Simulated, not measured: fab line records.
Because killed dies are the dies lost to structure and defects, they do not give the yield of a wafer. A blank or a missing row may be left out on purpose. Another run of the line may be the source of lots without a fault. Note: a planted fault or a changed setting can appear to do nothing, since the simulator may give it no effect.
fab line records / flow gf180mcu / part 2 of 2: steps 35 to 47 of 47
[record] lots = 5 wafers = 15 last_day = 34
route steps=602 shown MVPSD@79 VT_IMPLANT@90
lots with no fault: from the same line, run without faults
start_h: hours from the record's opening day to when the first of the lot's shown wafers began / wait_h: time in hours since the lot's previous step / " identical to the entry in the row above / L1.1+2: several wafers, shown together as one row / - no value, or no start given / * or withheld: withheld / < > ~ a bound
route shown NAME@n: names a module that has steps shown in the file, with the first one's number in the route / usual: mean and standard deviation over wafers with no fault / same: alike in all rows / chamber/n: place in a boat / sites: readings site by site / _std_site: their standard deviation / _edge_site: inner sites' mean taken away from outer sites' mean / radius_mm: for every site, how far away it sits from the centre of the wafer / mask NAME#n: copy n / behind: the last tool/chamber to shape the wafer / hold: the reason the lot was held/the length of the hold in hours/how it ended / device: names the non-switching transistor (n, p or np) / end of line: tests of these same wafers at the route's end / a step given without rows: its recipe and nothing more / killed: dies lost to structure and defects at the first sort, not the wafer's yield / map: dies across one wafer; x = killed, . = not, _ = none there
set.NAME: the setting the step ran with; set.NAME@STEP: the setting that earlier step ran with / model.NAME: the simulator's own value behind a step, which no gauge read
a table for each step, a row for each wafer; lots at some steps of the route
services: the hour from which a tool's chamber was out of use, counted from the record's first day as start_h (under 0 if before that day), plus the number of hours and why
[[steps]]
[step GF_VT_IMPLANT_HMDS_23]
[recipe] prime_time_s = 60 prime_temp_c = 120
lot.wafer=L077.2+4+5 tool=litho_track-02 chamber=0 start_h=156.57 wait_h=0.1
lot.wafer=L080.2+3+5 tool=litho_track-01 chamber=0 start_h=170.70 wait_h=0.1
lot.wafer=L081.1+4+5 tool=litho_track-03 chamber=0 start_h=178.21 wait_h=0.1
lot.wafer=L089.1+3+5 tool=litho_track-03 chamber=0 start_h=229.31 wait_h=0.1
lot.wafer=L095.3+5+6 tool=litho_track-02 chamber=0 start_h=266.39 wait_h=0.1
[step GF_VT_IMPLANT_COAT_24]
[recipe] resist = NOVOLAK spin_rpm = 3000 resist_thk_nm = 1000
lot.wafer=L077.2+4+5 tool=litho_track-02 chamber=0 start_h=156.72 wait_h=0.1
lot.wafer=L080.2+3+5 tool=litho_track-01 chamber=0 start_h=170.85 wait_h=0.1
lot.wafer=L081.1+4+5 tool=litho_track-03 chamber=0 start_h=178.36 wait_h=0.1
lot.wafer=L089.1+3+5 tool=litho_track-03 chamber=0 start_h=229.46 wait_h=0.1
lot.wafer=L095.3+5+6 tool=litho_track-02 chamber=0 start_h=266.54 wait_h=0.1
[step GF_VT_IMPLANT_SOFTBAKE_25]
[recipe] temp_c = 90 time_s = 60 resist = NOVOLAK
lot.wafer=L077.2+4+5 tool=litho_track-02 chamber=0 start_h=156.87 wait_h=0.1
lot.wafer=L080.2+3+5 tool=litho_track-01 chamber=0 start_h=171.00 wait_h=0.1
lot.wafer=L081.1+4+5 tool=litho_track-03 chamber=0 start_h=178.51 wait_h=0.1
lot.wafer=L089.1+3+5 tool=litho_track-03 chamber=0 start_h=229.61 wait_h=0.1
lot.wafer=L095.3+5+6 tool=litho_track-02 chamber=0 start_h=266.69 wait_h=0.1
[step GF_VT_IMPLANT_EXPOSE_26]
[recipe] mask_id = LVPWELL_HV_AREA target_cd_nm = 860 na = 0.6 source_shape = conventional sigma_outer = 0.6 dose_mj = 140
lot.wafer=L077.2+4+5 tool=iline_stepper-02 chamber=0 start_h=- wait_h=- mask=LVPWELL_HV_AREA#0
lot.wafer=L080.2+3+5 tool=iline_stepper-02 chamber=0 start_h=- wait_h=- mask=LVPWELL_HV_AREA#0
lot.wafer=L081.1+4+5 tool=iline_stepper-01 chamber=0 start_h=- wait_h=- mask=LVPWELL_HV_AREA#0
lot.wafer=L089.1+3+5 tool=iline_stepper-01 chamber=0 start_h=- wait_h=- mask=LVPWELL_HV_AREA#0
lot.wafer=L095.3+5+6 tool=iline_stepper-01 chamber=0 start_h=- wait_h=- mask=LVPWELL_HV_AREA#0
[step GF_VT_IMPLANT_PEB_27]
[recipe] temp_c = withheld time_s = * resist = NOVOLAK
lot.wafer=L077.2+4+5 tool=litho_track-03 chamber=0 start_h=- wait_h=-
lot.wafer=L080.2+3+5 tool=litho_track-01 chamber=0 start_h=- wait_h=-
lot.wafer=L081.1+4+5 tool=litho_track-03 chamber=0 start_h=- wait_h=-
lot.wafer=L089.1+3+5 tool=litho_track-01 chamber=0 start_h=- wait_h=-
lot.wafer=L095.3+5+6 tool=litho_track-02 chamber=0 start_h=- wait_h=-
[step GF_VT_IMPLANT_DEVELOP_28]
[recipe] develop_time_s = 60 dev_temp_c = 23
lot.wafer=L077.2+4+5 tool=litho_track-03 chamber=0 start_h=164.43 wait_h=0.1
lot.wafer=L080.2+3+5 tool=litho_track-01 chamber=0 start_h=179.60 wait_h=0.1
lot.wafer=L081.1+4+5 tool=litho_track-03 chamber=0 start_h=186.91 wait_h=0.1
lot.wafer=L089.1+3+5 tool=litho_track-01 chamber=0 start_h=238.63 wait_h=0.1
lot.wafer=L095.3+5+6 tool=litho_track-02 chamber=0 start_h=275.29 wait_h=0.1
[step GF_VT_IMPLANT_OVL_MEAS_29]
[usual] VT_IMPLANT_02_OVL = -0.3/1.2
lot.wafer=L077.2 tool=overlay-01 chamber=- start_h=164.56 wait_h=0.1 VT_IMPLANT_02_OVL[nm]=1.6
lot.wafer=L077.4 tool=overlay-01 chamber=- start_h=164.56 wait_h=0.1 VT_IMPLANT_02_OVL[nm]=0.2
lot.wafer=L077.5 tool=overlay-01 chamber=- start_h=164.56 wait_h=0.1 VT_IMPLANT_02_OVL[nm]=-1.2
lot.wafer=L080.2 tool=overlay-01 chamber=- start_h=179.73 wait_h=0.1 VT_IMPLANT_02_OVL[nm]=-0.8
lot.wafer=L080.3 tool=overlay-01 chamber=- start_h=179.73 wait_h=0.1 VT_IMPLANT_02_OVL[nm]=0.1
lot.wafer=L080.5 tool=overlay-01 chamber=- start_h=179.73 wait_h=0.1 VT_IMPLANT_02_OVL[nm]=0.5
lot.wafer=L081.1 tool=overlay-01 chamber=- start_h=187.07 wait_h=0.1 VT_IMPLANT_02_OVL[nm]=0.3
lot.wafer=L081.4 tool=overlay-01 chamber=- start_h=187.07 wait_h=0.1 VT_IMPLANT_02_OVL[nm]=0.1
lot.wafer=L081.5 tool=overlay-01 chamber=- start_h=187.07 wait_h=0.1 VT_IMPLANT_02_OVL[nm]=0.1
lot.wafer=L089.1 tool=overlay-01 chamber=- start_h=238.78 wait_h=0.1 VT_IMPLANT_02_OVL[nm]=-0.4
lot.wafer=L089.3 tool=overlay-01 chamber=- start_h=238.78 wait_h=0.1 VT_IMPLANT_02_OVL[nm]=-1.1
lot.wafer=L089.5 tool=overlay-01 chamber=- start_h=238.78 wait_h=0.1 VT_IMPLANT_02_OVL[nm]=-1.1
lot.wafer=L095.3 tool=overlay-01 chamber=- start_h=275.41 wait_h=0.1 VT_IMPLANT_02_OVL[nm]=0.0
lot.wafer=L095.5 tool=overlay-01 chamber=- start_h=275.41 wait_h=0.1 VT_IMPLANT_02_OVL[nm]=0.7
lot.wafer=L095.6 tool=overlay-01 chamber=- start_h=275.41 wait_h=0.1 VT_IMPLANT_02_OVL[nm]=-1.3
[step GF_VT_IMPLANT_IMPLANT_30]
[recipe] species = B energy_kev = 25 dose_cm2 = 2.534e+12 tilt_deg = 7
[usual] beam_on_s = 10.00/0.21 tilt_deg = 6.996/0.019
lot.wafer=L077.2 tool=implanter-02 chamber=0 start_h=164.62 wait_h=0.0 beam_on_s=10.14 tilt_deg=7.000
lot.wafer=L077.4 tool=implanter-02 chamber=0 start_h=164.62 wait_h=0.0 beam_on_s=10.35 tilt_deg=7.005
lot.wafer=L077.5 tool=implanter-02 chamber=0 start_h=164.62 wait_h=0.0 beam_on_s=10.02 tilt_deg=7.000
lot.wafer=L080.2 tool=implanter-02 chamber=0 start_h=179.79 wait_h=0.0 beam_on_s=10.20 tilt_deg=7.044
lot.wafer=L080.3 tool=implanter-02 chamber=0 start_h=179.79 wait_h=0.0 beam_on_s=10.07 tilt_deg=7.012
lot.wafer=L080.5 tool=implanter-02 chamber=0 start_h=179.79 wait_h=0.0 beam_on_s=10.04 tilt_deg=7.009
lot.wafer=L081.1 tool=implanter-02 chamber=0 start_h=187.10 wait_h=0.0 beam_on_s=9.76 tilt_deg=6.982
lot.wafer=L081.4 tool=implanter-02 chamber=0 start_h=187.10 wait_h=0.0 beam_on_s=10.16 tilt_deg=6.999
lot.wafer=L081.5 tool=implanter-02 chamber=0 start_h=187.10 wait_h=0.0 beam_on_s=9.83 tilt_deg=6.956
lot.wafer=L089.1 tool=implanter-01 chamber=0 start_h=238.81 wait_h=0.0 beam_on_s=9.87 tilt_deg=7.010
lot.wafer=L089.3 tool=implanter-01 chamber=0 start_h=238.81 wait_h=0.0 beam_on_s=10.37 tilt_deg=6.983
lot.wafer=L089.5 tool=implanter-01 chamber=0 start_h=238.81 wait_h=0.0 beam_on_s=10.24 tilt_deg=7.005
lot.wafer=L095.3 tool=implanter-04 chamber=0 start_h=275.48 wait_h=0.1 beam_on_s=9.84 tilt_deg=6.980
lot.wafer=L095.5 tool=implanter-04 chamber=0 start_h=275.48 wait_h=0.1 beam_on_s=10.08 tilt_deg=6.972
lot.wafer=L095.6 tool=implanter-04 chamber=0 start_h=275.48 wait_h=0.1 beam_on_s=10.33 tilt_deg=6.974
[step GF_VT_IMPLANT_STRIP_31]
[recipe] chemistry = O2/N2 power_w = 1400 pressure_mtorr = 1500 platen_temp_c = 250 o2_flow_sccm = 3000 n2_flow_sccm = 300 overash_fraction = 0.5
[usual] drypump_motor_current_A = 5.8/0.6 heater_power_w = 357/40 oes_product_au = 0.716/0.0041 strip_time_to_endpoint_s = 12.66/0.04
lot.wafer=L077.2 tool=plasma_asher-01 chamber=1 start_h=164.74 wait_h=0.1 drypump_motor_current_A=6.1 heater_power_w=326 oes_product_au=0.722 rf_hours_counter_h=53 strip_time_to_endpoint_s=12.67
lot.wafer=L077.4 tool=plasma_asher-01 chamber=1 start_h=164.74 wait_h=0.1 drypump_motor_current_A=6.1 heater_power_w=322 oes_product_au=0.721 rf_hours_counter_h=- strip_time_to_endpoint_s=12.67
lot.wafer=L077.5 tool=plasma_asher-01 chamber=1 start_h=164.74 wait_h=0.1 drypump_motor_current_A=6.1 heater_power_w=333 oes_product_au=0.722 rf_hours_counter_h=- strip_time_to_endpoint_s=12.63
lot.wafer=L080.2 tool=plasma_asher-01 chamber=1 start_h=179.91 wait_h=0.1 drypump_motor_current_A=6.0 heater_power_w=333 oes_product_au=0.717 rf_hours_counter_h=55 strip_time_to_endpoint_s=12.73
lot.wafer=L080.3 tool=plasma_asher-01 chamber=0 start_h=179.91 wait_h=0.1 drypump_motor_current_A=5.7 heater_power_w=374 oes_product_au=0.711 rf_hours_counter_h=- strip_time_to_endpoint_s=12.80
lot.wafer=L080.5 tool=plasma_asher-01 chamber=0 start_h=179.91 wait_h=0.1 drypump_motor_current_A=5.7 heater_power_w=386 oes_product_au=0.714 rf_hours_counter_h=- strip_time_to_endpoint_s=12.72
lot.wafer=L081.1 tool=plasma_asher-04 chamber=0 start_h=187.25 wait_h=0.1 drypump_motor_current_A=6.2 heater_power_w=321 oes_product_au=0.718 rf_hours_counter_h=41 strip_time_to_endpoint_s=12.68
lot.wafer=L081.4 tool=plasma_asher-04 chamber=1 start_h=187.25 wait_h=0.1 drypump_motor_current_A=4.7 heater_power_w=343 oes_product_au=0.714 rf_hours_counter_h=- strip_time_to_endpoint_s=12.63
lot.wafer=L081.5 tool=plasma_asher-04 chamber=1 start_h=187.25 wait_h=0.1 drypump_motor_current_A=4.7 heater_power_w=328 oes_product_au=0.715 rf_hours_counter_h=- strip_time_to_endpoint_s=12.67
lot.wafer=L089.1 tool=plasma_asher-04 chamber=0 start_h=238.96 wait_h=0.1 drypump_motor_current_A=6.2 heater_power_w=326 oes_product_au=0.717 rf_hours_counter_h=47 strip_time_to_endpoint_s=12.71
lot.wafer=L089.3 tool=plasma_asher-04 chamber=0 start_h=238.96 wait_h=0.1 drypump_motor_current_A=6.2 heater_power_w=323 oes_product_au=0.723 rf_hours_counter_h=- strip_time_to_endpoint_s=12.67
lot.wafer=L089.5 tool=plasma_asher-04 chamber=1 start_h=238.96 wait_h=0.1 drypump_motor_current_A=4.6 heater_power_w=330 oes_product_au=0.717 rf_hours_counter_h=- strip_time_to_endpoint_s=12.67
lot.wafer=L095.3 tool=plasma_asher-01 chamber=0 start_h=275.61 wait_h=0.1 drypump_motor_current_A=5.7 heater_power_w=373 oes_product_au=0.717 rf_hours_counter_h=- strip_time_to_endpoint_s=12.55
lot.wafer=L095.5 tool=plasma_asher-01 chamber=1 start_h=275.61 wait_h=0.1 drypump_motor_current_A=6.1 heater_power_w=341 oes_product_au=0.721 rf_hours_counter_h=- strip_time_to_endpoint_s=12.62
lot.wafer=L095.6 tool=plasma_asher-01 chamber=0 start_h=275.61 wait_h=0.1 drypump_motor_current_A=5.7 heater_power_w=380 oes_product_au=0.712 rf_hours_counter_h=- strip_time_to_endpoint_s=12.58
[step GF_VT_IMPLANT_TW_MEAS_32]
[usual] VT_IMPLANT_3_TW = 269.4/1.3
lot.wafer=L077.2 tool=film_metro-01 chamber=- start_h=164.85 wait_h=0.1 VT_IMPLANT_3_TW=268.9
lot.wafer=L077.4 tool=film_metro-01 chamber=- start_h=164.85 wait_h=0.1 VT_IMPLANT_3_TW=270.2
lot.wafer=L077.5 tool=film_metro-01 chamber=- start_h=164.85 wait_h=0.1 VT_IMPLANT_3_TW=270.3
lot.wafer=L080.2 tool=film_metro-04 chamber=- start_h=180.02 wait_h=0.1 VT_IMPLANT_3_TW=268.7
lot.wafer=L080.3 tool=film_metro-04 chamber=- start_h=180.02 wait_h=0.1 VT_IMPLANT_3_TW=268.6
lot.wafer=L080.5 tool=film_metro-04 chamber=- start_h=180.02 wait_h=0.1 VT_IMPLANT_3_TW=268.8
lot.wafer=L081.1 tool=film_metro-01 chamber=- start_h=187.35 wait_h=0.1 VT_IMPLANT_3_TW=268.8
lot.wafer=L081.4 tool=film_metro-01 chamber=- start_h=187.35 wait_h=0.1 VT_IMPLANT_3_TW=270.0
lot.wafer=L081.5 tool=film_metro-01 chamber=- start_h=187.35 wait_h=0.1 VT_IMPLANT_3_TW=269.6
lot.wafer=L089.1 tool=film_metro-02 chamber=- start_h=239.06 wait_h=0.1 VT_IMPLANT_3_TW=268.2
lot.wafer=L089.3 tool=film_metro-02 chamber=- start_h=239.06 wait_h=0.1 VT_IMPLANT_3_TW=268.6
lot.wafer=L089.5 tool=film_metro-02 chamber=- start_h=239.06 wait_h=0.1 VT_IMPLANT_3_TW=268.6
lot.wafer=L095.3 tool=film_metro-01 chamber=- start_h=275.70 wait_h=0.1 VT_IMPLANT_3_TW=267.6
lot.wafer=L095.5 tool=film_metro-01 chamber=- start_h=275.70 wait_h=0.1 VT_IMPLANT_3_TW=268.4
lot.wafer=L095.6 tool=film_metro-01 chamber=- start_h=275.70 wait_h=0.1 VT_IMPLANT_3_TW=269.8
[step GF_VT_IMPLANT_DEHYDRATE_33]
[recipe] temp_c = 200 time_s = 60
lot.wafer=L077.2+4+5 tool=litho_track-01 chamber=0 start_h=172.15 wait_h=7.3
lot.wafer=L080.2+3+5 tool=litho_track-01 chamber=0 start_h=187.60 wait_h=7.6
lot.wafer=L081.1+4+5 tool=litho_track-02 chamber=0 start_h=192.55 wait_h=5.2
lot.wafer=L089.1+3+5 tool=litho_track-01 chamber=0 start_h=248.03 wait_h=9.0
lot.wafer=L095.3+5+6 tool=litho_track-01 chamber=0 start_h=285.73 wait_h=10.0
[step GF_VT_IMPLANT_HMDS_34]
[recipe] prime_time_s = 60 prime_temp_c = 120
lot.wafer=L077.2+4+5 tool=litho_track-01 chamber=0 start_h=172.30 wait_h=0.1
lot.wafer=L080.2+3+5 tool=litho_track-01 chamber=0 start_h=187.75 wait_h=0.1
lot.wafer=L081.1+4+5 tool=litho_track-02 chamber=0 start_h=192.70 wait_h=0.1
lot.wafer=L089.1+3+5 tool=litho_track-01 chamber=0 start_h=248.18 wait_h=0.1
lot.wafer=L095.3+5+6 tool=litho_track-01 chamber=0 start_h=285.88 wait_h=0.1
[step GF_VT_IMPLANT_COAT_35]
[recipe] resist = NOVOLAK spin_rpm = 3000 resist_thk_nm = 1000
lot.wafer=L077.2+4+5 tool=litho_track-01 chamber=0 start_h=172.45 wait_h=0.1
lot.wafer=L080.2+3+5 tool=litho_track-01 chamber=0 start_h=187.90 wait_h=0.1
lot.wafer=L081.1+4+5 tool=litho_track-02 chamber=0 start_h=192.85 wait_h=0.1
lot.wafer=L089.1+3+5 tool=litho_track-01 chamber=0 start_h=248.33 wait_h=0.1
lot.wafer=L095.3+5+6 tool=litho_track-01 chamber=0 start_h=286.03 wait_h=0.1
[[services]]
tool=plasma_asher-04 chamber=- start_h=89.78 hours=0.5 kind=repair
tool=implanter-01 chamber=- start_h=92.02 hours=41.2 kind=repair
tool=iline_stepper-02 chamber=- start_h=97.08 hours=1.7 kind=pm
tool=implanter-01 chamber=- start_h=106.13 hours=3.8 kind=repair
tool=implanter-04 chamber=- start_h=115.78 hours=5.6 kind=pm
tool=implanter-03 chamber=- start_h=121.43 hours=6.0 kind=pm
tool=implanter-02 chamber=- start_h=146.78 hours=2.9 kind=repair
tool=implanter-02 chamber=- start_h=151.91 hours=2.4 kind=repair
tool=iline_stepper-01 chamber=- start_h=165.42 hours=13.0 kind=repair
tool=implanter-04 chamber=- start_h=174.46 hours=1.3 kind=repair
tool=iline_stepper-01 chamber=- start_h=187.11 hours=1.7 kind=pm
tool=implanter-02 chamber=- start_h=204.66 hours=2.5 kind=repair
tool=implanter-02 chamber=- start_h=207.18 hours=17.1 kind=pm
tool=iline_stepper-02 chamber=- start_h=219.42 hours=3.6 kind=repair
tool=implanter-02 chamber=- start_h=226.39 hours=4.9 kind=pm
tool=plasma_asher-01 chamber=- start_h=240.62 hours=1.2 kind=repair
tool=iline_stepper-02 chamber=- start_h=249.83 hours=12.8 kind=repair
tool=plasma_asher-01 chamber=- start_h=254.38 hours=0.4 kind=repair
tool=implanter-01 chamber=- start_h=259.32 hours=1.5 kind=repair
tool=iline_stepper-02 chamber=- start_h=262.70 hours=6.5 kind=repair
tool=iline_stepper-02 chamber=- start_h=269.67 hours=2.1 kind=pm
tool=implanter-03 chamber=- start_h=272.33 hours=3.4 kind=repair
tool=iline_stepper-01 chamber=- start_h=281.90 hours=4.8 kind=repair
tool=implanter-02 chamber=- start_h=281.91 hours=2.0 kind=repair
